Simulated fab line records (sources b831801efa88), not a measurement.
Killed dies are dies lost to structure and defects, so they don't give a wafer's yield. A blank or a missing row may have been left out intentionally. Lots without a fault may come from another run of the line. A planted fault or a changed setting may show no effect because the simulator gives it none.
Problem report in the 8D (eight disciplines) form, filled by code | flow sfq_line | the parts of the form that need people (team, actions taken, sign-off) are left out

1. THE PROBLEM
thk_nm at SFQ_TRILAYER_I7_METRO_MEASURE_185 reads a mean of 219.3 nm on 3 wafers of 3 lots; wafers without a fault read 199.9 nm with a standard deviation of 1.2. Relative to the usual mean, that is a shift of +16 standard deviations.
The first sign was on wafer L544.1 at day 77 10:50, on film_metro-02. The record has a number at this step for 41 wafers belonging to 15 lots. By rule, "out" or "out of limits" means more than 4 standard deviations away from the usual mean. All remaining wafers that have a number are taken as sound.

2. WHAT IT IS AND WHAT IT IS NOT
question                    | is                           | is not
which readings at this step | thk_nm                       | -
which lots                  | L544, L545, L547             | L538, L539, L543, L549, L554, L555, L556, L557, L558, L559, L560, L561
which wafers of those lots  | L544.1, L545.1, L547.4       | L544.3, L544.5, L545.2, L547.2
read on which tools         | film_metro-01, film_metro-02 | film_metro-03
when                        | from day 77 10:50            | up to then (11 sound wafers); but 27 sound wafers of L545, L547, L549, L554, L555, L556, L557, L558, L559, L560, L561 came after

3. THE SUSPECTS, EACH WITH WHAT RULES IT OUT
Counting: a tool at a process step up to the reading stays a suspect if it ran every lot that is out. Sound lots after the first of them don't rule it out here, since some wafers of a struck lot are sound.
- cmp-01 at SFQ_TRILAYER_I7_CMP_CMP_184 (polishes SiO2): kept. It processed each lot that is out (first: L544, day 77 03:47); up to then, its last sound lot is L538 (day 68 00:35).
- cmp-01, SFQ_TRILAYER_I7_CMP_CMP_184: wafers that are out in chamber 3, sound lot-mates in chambers 0, 1, 2.
Left after counting: cmp-01 at SFQ_TRILAYER_I7_CMP_CMP_184.

4. THE CAUSE (what the simulator had put in)
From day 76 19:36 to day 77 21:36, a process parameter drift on cmp-01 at SFQ_TRILAYER_I7_CMP_CMP_184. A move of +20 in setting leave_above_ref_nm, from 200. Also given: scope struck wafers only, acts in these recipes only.
This tool alone remained once counting was done.

5. THE EFFECT CHAIN, in route order
Each row: a reading where the mean over the struck wafers with a number is more than 3 standard deviations away from the usual. Only readings whose record carries a usual standard deviation are examined. hours: median over the lots of the time between each lot's start at the first step of this table that gives one and its start at this step. sigmas: the change, counted in usual standard deviations.
hours | step                                  | reading        | usual      | on struck wafers | change | sigmas
0     | SFQ_TRILAYER_I7_METRO_MEASURE_185     | thk_nm         | 199.9 nm   | 219.3            | +19.4  | +16
5     | SFQ_TRILAYER_I7_VIA_ETCH_VIA_ETCH_190 | oes_product_au | 0.854 a.u. | 0.898            | +0.044 | +8.7
The process steps in it:
- SFQ_TRILAYER_I7_METRO_MEASURE_185
- SFQ_TRILAYER_I7_VIA_ETCH_VIA_ETCH_190: etches SiO2 in CHF3, stops on Nb, target depth 260 nm.

6. HOW IT WOULD HAVE BEEN CAUGHT EARLIER
In this record no reading fell out of limits until day 77 10:50, 15 hours after the fault had begun at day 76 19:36.
Tool readings at SFQ_TRILAYER_I7_CMP_CMP_184 with a usual standard deviation given in the record: none out on any struck wafer, hence no alarm at a limit of 4 standard deviations on them.
Of the lots that are out (3), L547 began SFQ_TRILAYER_I7_CMP_CMP_184 on cmp-01 after day 77 10:50. It would have been spared by a hold on the tool at that moment.
